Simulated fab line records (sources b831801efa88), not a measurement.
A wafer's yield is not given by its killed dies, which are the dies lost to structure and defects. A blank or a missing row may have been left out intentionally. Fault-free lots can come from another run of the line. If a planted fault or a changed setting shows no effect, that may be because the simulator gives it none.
Chamber matching    flow gf180mcu    GF_V1_CVD_02 on pecvd-02: 3 sister chambers
The step deposits SiO2 from TEOS, target thk 850 nm, time 94.851 s. 16 wafers are shown with their chamber, then 8 later ones without.

## WAFERS PAIRED WITH THEIR CHAMBERS
wafer   chamber  heater-power-w (W)
L077.2  2        645
L077.4  2        686
L077.5  1        664
L081.2  0        737
L081.3  2        692
L081.6  0        778
L082.1  1        743
L082.2  2        714
L082.4  1        790
L085.3  1        829
L085.4  0        646
L085.6  1        654
L086.2  2        707
L086.3  0        720
L086.6  2        556
L088.1  2        665

SIGNATURES (averages over the wafers above)
reading         chamber 0  chamber 1  chamber 2  scatter within a chamber
heater-power-w  720.25     736.00     666.43     62.2
Rule: a wafer's distance from a chamber is the root of the sum, over the readings, of the square of ((its reading less the chamber's mean) divided by the reading's scatter). The wafer belongs to the nearest chamber; if the next one is less than 2 further off, it can't be placed. The scatter is the square root of a quotient: the sum, over the shown wafers, of each reading's squared deviation from its chamber's mean, divided by wafers minus chambers.

## WAFERS WITHOUT THEIR CHAMBER
wafer   heater-power-w (W)
L088.2  803
L088.5  825
L093.2  694
L093.3  750
L093.5  764
L097.3  851
L097.4  874
L097.6  670

## WHICH CHAMBER EACH ONE RAN IN
wafer   from the rows above           in truth
L088.2  can't be placed: 1 or 0 or 2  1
L088.5  can't be placed: 1 or 0 or 2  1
L093.2  can't be placed: 0 or 2 or 1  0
L093.3  can't be placed: 1 or 0 or 2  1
L093.5  can't be placed: 1 or 0 or 2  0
L097.3  can't be placed: 1 or 0 or 2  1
L097.4  can't be placed: 1 or 0 or 2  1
L097.6  can't be placed: 2 or 0 or 1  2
Correctly placed: 0 of 8. These rows do not allow placing 8 (true chamber among the candidates in 8). Number placed wrongly: 0.
